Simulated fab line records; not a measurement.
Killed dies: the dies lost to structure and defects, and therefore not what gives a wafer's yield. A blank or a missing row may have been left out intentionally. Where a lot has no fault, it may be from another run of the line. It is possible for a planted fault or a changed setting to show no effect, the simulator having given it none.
The tool behind it: which one? | flow gf180mcu | 6 lots, 18 wafers sampled, at 4 steps of a route of 602

== WHAT THE GAUGES READ, wafer by wafer ==
GF_M4_OVL_MEAS_15.
lot  | measured     | on         | M4_OVL (nm)
L840 | day 24 02:50 | overlay-01 | -2 1 4
L842 | day 24 16:45 | overlay-01 | 4 -1 9
L844 | day 25 03:32 | overlay-01 | -3 0 -6
L851 | day 27 13:18 | overlay-02 | 1 2 -7
L858 | day 29 15:11 | overlay-01 | 0 -4 6
L860 | day 30 02:35 | overlay-02 | 7 7 4

== WHAT TOOL EACH LOT RAN ON (gives the tool, then ch and the chambers of the sampled wafers, and finally the start) ==
lot  | GF_V3_SPUTTER_22             | GF_V3_CVD_23                  | GF_M4_SPUTTER_03
L840 | pvd sputter-02, day 23 02:55 | cvd w-02 ch 0,1, day 23 02:57 | pvd sputter-01, day 23 03:42
L842 | pvd sputter-02, day 23 17:54 | cvd w-01 ch 0,1, day 23 17:59 | pvd sputter-04, day 23 18:41
L844 | pvd sputter-04, day 24 04:58 | cvd w-02 ch 0,1, day 24 05:00 | pvd sputter-02, day 24 05:45
L851 | pvd sputter-04, day 26 16:16 | cvd w-02 ch 0,1, day 26 16:19 | pvd sputter-02, day 26 17:04
L858 | pvd sputter-02, day 28 15:15 | cvd w-01 ch 1, day 28 15:17   | pvd sputter-01, day 28 20:40
L860 | pvd sputter-03, day 29 07:03 | cvd w-01 ch 0,1, day 29 07:05 | pvd sputter-04, day 29 07:50
- GF_V3_SPUTTER_22: material TiN, target thk 10 nm, time 40 s.
- GF_V3_CVD_23: deposits W, target thk 350 nm, time 104.9 s.
- GF_M4_SPUTTER_03: material Ti, target thk 10 nm, time 6.7 s.

== THE ANSWER, worked out from the rows above alone ==
Rule: the usual values come from the lots themselves. Put in order of their means at a reading, lots are off if they are a third of the lots or fewer, leave a main group of 4 or more, and stand apart from it by a gap of 3 or more times the standard deviation of the main group's means; of several such gaps the widest counts. A main group whose means are all the same, to the digits that the tables above print for the reading, isn't used. A lot without any number at a reading at which 4 lots or more have one is off too. All remaining lots with rows at the step are treated as sound.
None of the lots is off at any reading shown; this tells nothing.

== WHAT THE SIMULATOR PUT IN ==
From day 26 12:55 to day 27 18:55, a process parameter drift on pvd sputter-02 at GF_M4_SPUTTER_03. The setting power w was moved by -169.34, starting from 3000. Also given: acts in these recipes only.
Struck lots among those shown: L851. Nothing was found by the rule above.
